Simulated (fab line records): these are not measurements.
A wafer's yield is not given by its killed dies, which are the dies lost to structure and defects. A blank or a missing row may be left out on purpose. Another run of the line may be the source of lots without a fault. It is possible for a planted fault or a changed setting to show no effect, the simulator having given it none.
Which of the tools did it? -- flow gf180mcu -- 36 wafers from 12 lots sampled at 3 of the route's 602 steps

## WHAT THE GAUGES READ, wafer by wafer
GF_TOP_METAL_OVL_MEAS_15. Usual: TOP_METAL_OVL 1.1 nm, standard deviation 1.8.
lot,measured,on,TOP_METAL_OVL (nm),flag
L579,day 28 01:50,overlay-01,2.0 -0.5 2.2,
L580,day 28 17:56,overlay-02,0.3 2.4 2.3,
L581,day 28 23:20,overlay-02,0.0 0.1 -0.3,
L586,day 30 13:11,overlay-02,-2.3 -3.3 -3.5,
L592,day 32 02:41,overlay-02,-0.2 -0.8 0.6,
L594,day 32 14:10,overlay-02,2.1 -0.9 0.1,
L596,day 33 07:45,overlay-02,1.2 0.6 -0.2,
L597,day 33 16:14,overlay-02,-0.5 -0.2 0.4,
L598,day 33 20:03,overlay-02,2.4 1.8 0.9,
L600,day 34 04:27,overlay-02,2.0 2.0 0.3,
L601,day 34 06:23,overlay-02,1.8 2.4 3.1,
L602,day 34 15:41,overlay-01,-0.6 -0.1 2.3,

## WHICH TOOL RAN EACH LOT (tool, then ch and the chambers of the sampled wafers, then the start)
lot,GF_MIM_SPUTTER_07,GF_TOP_METAL_SPUTTER_03
L579,"pvdSputter-02, day 24 10:29","pvdSputter-01, day 27 05:41"
L580,"pvdSputter-04, day 25 03:51","pvdSputter-04, day 27 21:59"
L581,"pvdSputter-02, day 25 08:23","pvdSputter-04, day 28 03:05"
L586,"pvdSputter-02, day 27 04:02","pvdSputter-04, day 29 18:57"
L592,"pvdSputter-04, day 28 21:57","pvdSputter-03, day 31 08:53"
L594,"pvdSputter-02, day 29 12:05","pvdSputter-01, day 31 21:11"
L596,"pvdSputter-04, day 30 07:11","pvdSputter-03, day 32 15:32"
L597,"pvdSputter-02, day 30 17:34","pvdSputter-01, day 33 00:11"
L598,"pvdSputter-01, day 30 21:53","pvdSputter-04, day 33 04:56"
L600,"pvdSputter-04, day 31 07:21","pvdSputter-04, day 33 13:12"
L601,"pvdSputter-01, day 31 10:15","pvdSputter-03, day 33 14:55"
L602,"pvdSputter-01, day 31 20:05","pvdSputter-04, day 34 00:05"
- GF_MIM_SPUTTER_07: material TiN, target thk 60 nm, time 50 s.
- GF_TOP_METAL_SPUTTER_03: material Ti, target thk 5 nm, time 3.3 s.

## WHAT THE TOOLS THEMSELVES READ (means of the sampled wafers that have a number; where no wafer has one, the mark that the record gives instead)
GF_MIM_SPUTTER_07. Usual: throttleValvePct at 30.1 %, with a standard deviation of 0.75.
lot,tool,throttleValvePct (%),flag
L579,pvdSputter-02,29.6,
L580,pvdSputter-04,30.5,
L581,pvdSputter-02,29.7,
L586,pvdSputter-02,30.0,
L592,pvdSputter-04,30.4,
L594,pvdSputter-02,30.0,
L596,pvdSputter-04,29.9,
L597,pvdSputter-02,30.4,
L598,pvdSputter-01,29.7,
L600,pvdSputter-04,30.5,
L601,pvdSputter-01,29.7,
L602,pvdSputter-01,29.6,

GF_TOP_METAL_SPUTTER_03. Usual: throttleValvePct at 30.0 %, with a standard deviation of 0.8.
lot,tool,throttleValvePct (%),flag
L579,pvdSputter-01,29.6,
L580,pvdSputter-04,30.3,
L581,pvdSputter-04,30.0,
L586,pvdSputter-04,31.0,
L592,pvdSputter-03,30.1,
L594,pvdSputter-01,29.7,
L596,pvdSputter-03,30.0,
L597,pvdSputter-01,29.7,
L598,pvdSputter-04,29.9,
L600,pvdSputter-04,30.8,
L601,pvdSputter-03,29.3,
L602,pvdSputter-04,30.9,

## THE ANSWER, worked out from the rows above alone
Rule: a lot counts as off when the mean over its wafers that have a number is more than 3 standard deviations away from the usual mean. Also off: a lot with no number at a reading for which 4 or more lots have one. Where the step has rows for the other lots, those lots are counted as sound. The gauges are gone through in route order, then the tools' own readings, and for those a lot's mean is taken as printed above. The first step at which some lot is off is used, and at that step the reading that is off furthest; a lot without a number counts as furthest.
Nothing can be told from this: no lot is off at any reading shown.

## WHAT WAS PUT IN BY THE SIMULATOR
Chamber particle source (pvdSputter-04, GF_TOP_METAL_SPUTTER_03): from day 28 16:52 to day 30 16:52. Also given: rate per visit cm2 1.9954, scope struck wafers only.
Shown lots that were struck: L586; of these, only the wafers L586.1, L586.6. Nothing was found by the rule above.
